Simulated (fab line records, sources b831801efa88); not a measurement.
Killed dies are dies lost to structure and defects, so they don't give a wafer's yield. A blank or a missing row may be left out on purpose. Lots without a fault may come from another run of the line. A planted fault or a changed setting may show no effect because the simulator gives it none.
Which tool did it? | flow gf180mcu | 12 lots, 36 wafers sampled, at 6 steps of a route of 602

WHAT THE GAUGES READ, wafer by wafer
GF_HV_LDD_OVL_MEAS_08.
lot  | measured     | on         | HV_LDD_OVL (nm)
L263 | day 10 08:16 | overlay-01 | 2.8 3.7 2.6
L265 | day 10 21:26 | overlay-02 | -0.5 2.1 2.1
L269 | day 12 11:59 | overlay-02 | 2.6 2.1 1.9
L270 | day 12 15:02 | overlay-01 | -1.8 0.6 -1.2
L271 | day 12 21:05 | overlay-01 | 2.0 1.5 0.7
L274 | day 13 19:41 | overlay-01 | 2.3 1.8 1.9
L278 | day 15 04:17 | overlay-01 | 0.2 1.2 -0.1
L280 | day 15 14:35 | overlay-02 | 1.0 -0.9 0.1
L282 | day 16 04:35 | overlay-02 | 0.1 1.5 -0.7
L283 | day 16 12:00 | overlay-02 | 1.1 1.2 1.8
L284 | day 16 16:32 | overlay-02 | 1.1 1.1 2.4
L285 | day 17 01:23 | overlay-02 | 0.6 -0.1 1.1

GF_HV_LDD_TW_MEAS_38.
lot  | measured     | on            | HV_LDD_3_TW
L263 | day 11 22:35 | film_metro-03 | 1432 1432 1430
L265 | day 12 11:55 | film_metro-02 | 1425 1429 1428
L269 | day 14 04:11 | film_metro-02 | 1660 1650 1662
L270 | day 14 07:31 | film_metro-03 | 1670 1663 1672
L271 | day 14 13:30 | film_metro-02 | 1429 1426 1430
L274 | day 15 15:01 | film_metro-04 | 1437 1435 1432
L278 | day 17 01:31 | film_metro-03 | 1420 1424 1430
L280 | day 17 11:49 | film_metro-03 | 1419 1425 1420
L282 | day 18 03:32 | film_metro-03 | 1422 1425 1423
L283 | day 18 10:53 | film_metro-03 | 1420 1427 1419
L284 | day 18 15:28 | film_metro-03 | 1418 1426 1421
L285 | day 19 01:55 | film_metro-02 | 1435 1433 1429

GF_HV_LDD_TW_MEAS_50.
lot  | measured     | on            | HV_LDD_4_TW
L263 | day 12 18:32 | film_metro-03 | 573.6 572.8 570.6
L265 | day 13 07:58 | film_metro-02 | 566.3 569.9 569.6
L269 | day 15 01:26 | film_metro-02 | 568.4 571.0 569.8
L270 | day 15 04:31 | film_metro-04 | 568.2 570.9 569.4
L271 | day 15 10:41 | film_metro-03 | 564.2 562.8 564.3
L274 | day 16 13:14 | film_metro-02 | 562.3 566.0 564.4
L278 | day 18 00:22 | film_metro-04 | 565.3 564.3 567.1
L280 | day 18 12:38 | film_metro-02 | 564.9 563.7 566.4
L282 | day 19 03:45 | film_metro-04 | 566.5 563.1 568.4
L283 | day 19 11:31 | film_metro-04 | 568.4 566.0 567.0
L284 | day 19 15:31 | film_metro-02 | 566.6 567.3 566.2
L285 | day 20 02:19 | film_metro-02 | 566.9 565.9 567.7

GF_HV_LDD_RS_MEAS_53: measures by four-point-probe.
lot  | measured     | on            | HV_LDD_RS (ohm/sq)
L263 | day 12 18:44 | film_metro-02 | 418.0 417.8 418.0
L265 | day 13 08:08 | film_metro-03 | 419.0 419.7 417.8
L269 | day 15 01:38 | film_metro-03 | 374.8 374.2 374.4
L270 | day 15 04:41 | film_metro-03 | 375.8 374.7 374.3
L271 | day 15 10:53 | film_metro-04 | 418.7 418.9 418.6
L274 | day 16 13:25 | film_metro-04 | 416.6 416.8 415.6
L278 | day 18 00:32 | film_metro-02 | 417.5 416.6 416.7
L280 | day 18 12:51 | film_metro-03 | 418.5 417.8 418.5
L282 | day 19 03:57 | film_metro-04 | 416.3 416.0 416.5
L283 | day 19 11:43 | film_metro-02 | 417.7 417.7 417.5
L284 | day 19 15:43 | film_metro-03 | 419.2 419.2 419.5
L285 | day 20 02:29 | film_metro-04 | 415.6 416.7 417.4

WHICH TOOL RAN EACH LOT (tool, then ch and the chambers of the sampled wafers, then the start)
lot  | GF_POLY_GATE_ETCH_12               | GF_HV_LDD_IMPLANT_36
L263 | rie_diel-03 ch 1,3, day 9 12:58    | implanter-04 ch 0, day 11 22:22
L265 | rie_diel-01 ch 1,3, day 10 00:46   | implanter-04 ch 0, day 12 11:40
L269 | rie_diel-01 ch 0,1,2, day 11 15:52 | implanter-04 ch 0, day 14 03:58
L270 | rie_diel-04 ch 0,2,3, day 11 18:16 | implanter-04 ch 0, day 14 07:16
L271 | rie_diel-01 ch 0,1, day 11 23:16   | implanter-03 ch 0, day 14 13:17
L274 | rie_diel-03 ch 1,2, day 12 22:37   | implanter-03 ch 0, day 15 14:46
L278 | rie_diel-04 ch 1,2,3, day 14 04:25 | implanter-03 ch 0, day 17 01:16
L280 | rie_diel-04 ch 0,1,2, day 14 15:01 | implanter-03 ch 0, day 17 11:34
L282 | rie_diel-01 ch 0,2,3, day 15 05:13 | implanter-04 ch 0, day 18 03:19
L283 | rie_diel-03 ch 0,2,3, day 15 12:10 | implanter-04 ch 0, day 18 10:40
L284 | rie_diel-04 ch 0,1,3, day 15 16:16 | implanter-02 ch 0, day 18 15:14
L285 | rie_diel-03 ch 0,1, day 16 01:40   | implanter-03 ch 0, day 19 01:40
- GF_POLY_GATE_ETCH_12: etches BARC in N2/H2.
- GF_HV_LDD_IMPLANT_36

WHAT THE TOOLS THEMSELVES READ (means of the sampled wafers that have a number; where no wafer has one, the mark that the record gives instead)
GF_POLY_GATE_ETCH_12.
lot  | tool        | chamber_pressure_mTorr (mTorr) | drypump_motor_current_A (A) | oes_product_au (a.u.) | rf_fwd_power_W (W) | throttle_valve_pct (%)
L263 | rie_diel-03 | 29.989                         | 5.4                         | 0.735                 | 497.1              | 13.219
L265 | rie_diel-01 | 29.975                         | 5.7                         | 0.737                 | 494.4              | 13.209
L269 | rie_diel-01 | 29.983                         | 5.7                         | 0.740                 | 496.4              | 13.215
L270 | rie_diel-04 | 30.019                         | 5.7                         | 0.734                 | 493.7              | 13.225
L271 | rie_diel-01 | 30.053                         | 5.5                         | 0.739                 | 495.3              | 13.211
L274 | rie_diel-03 | 29.996                         | 5.6                         | 0.735                 | 495.7              | 13.219
L278 | rie_diel-04 | 30.000                         | 5.4                         | 0.737                 | 492.3              | 13.209
L280 | rie_diel-04 | 30.009                         | 5.3                         | 0.737                 | 493.2              | 13.210
L282 | rie_diel-01 | 30.023                         | 5.8                         | 0.740                 | 494.2              | 13.213
L283 | rie_diel-03 | 29.983                         | 5.6                         | 0.733                 | 496.3              | 13.206
L284 | rie_diel-04 | 29.995                         | 5.5                         | 0.732                 | 491.8              | 13.215
L285 | rie_diel-03 | 29.995                         | 5.8                         | 0.736                 | 495.7              | 13.203

GF_HV_LDD_IMPLANT_36.
lot  | tool         | dose_ions_cm2 | faraday_current_uA
L263 | implanter-04 | 7.504e+12     | 41.4
L265 | implanter-04 | 7.489e+12     | 42.7
L269 | implanter-04 | 2.602e+13     | 145.4
L270 | implanter-04 | 2.603e+13     | 145.9
L271 | implanter-03 | 7.507e+12     | 42.5
L274 | implanter-03 | 7.502e+12     | 42.3
L278 | implanter-03 | 7.504e+12     | 41.9
L280 | implanter-03 | 7.487e+12     | 43.0
L282 | implanter-04 | 7.492e+12     | 42.1
L283 | implanter-04 | 7.503e+12     | 42.0
L284 | implanter-02 | 7.502e+12     | 41.9
L285 | implanter-03 | 7.506e+12     | 42.6

THE ANSWER, worked out from the rows above alone
Rule: what is usual is taken from the lots themselves. Put in order of their means at a reading, lots are off if they are a third of the lots or fewer, leave a main group of 4 or more, and stand apart from it by a gap of 3 or more times the standard deviation of the main group's means; of several such gaps the widest counts. A main group whose means are all the same, to the digits that the tables above print for the reading, isn't used. A lot without any number at a reading at which 4 lots or more have one is off too. The other lots that the step has rows for count as sound. The gauges are gone through in route order, then the tools' own readings, and for those a lot's mean is taken as printed above. The first step at which some lot is off is used, and at that step the reading that is off furthest; a lot without a number counts as furthest.
Off: L269, L270, at GF_HV_LDD_TW_MEAS_38 (HV_LDD_3_TW). The main group: mean 1427, standard deviation 4.6.
A tool fits if, at a process step before that reading, it ran every lot that is off, and no sound lot after the first of them. The gauges at GF_HV_LDD_TW_MEAS_38 aren't tried: what is off there is off at GF_HV_LDD_IMPLANT_36 too, on other tools, and a gauge's error can't cause that. None of those tried fits.

WHAT THE SIMULATOR HAD PUT IN
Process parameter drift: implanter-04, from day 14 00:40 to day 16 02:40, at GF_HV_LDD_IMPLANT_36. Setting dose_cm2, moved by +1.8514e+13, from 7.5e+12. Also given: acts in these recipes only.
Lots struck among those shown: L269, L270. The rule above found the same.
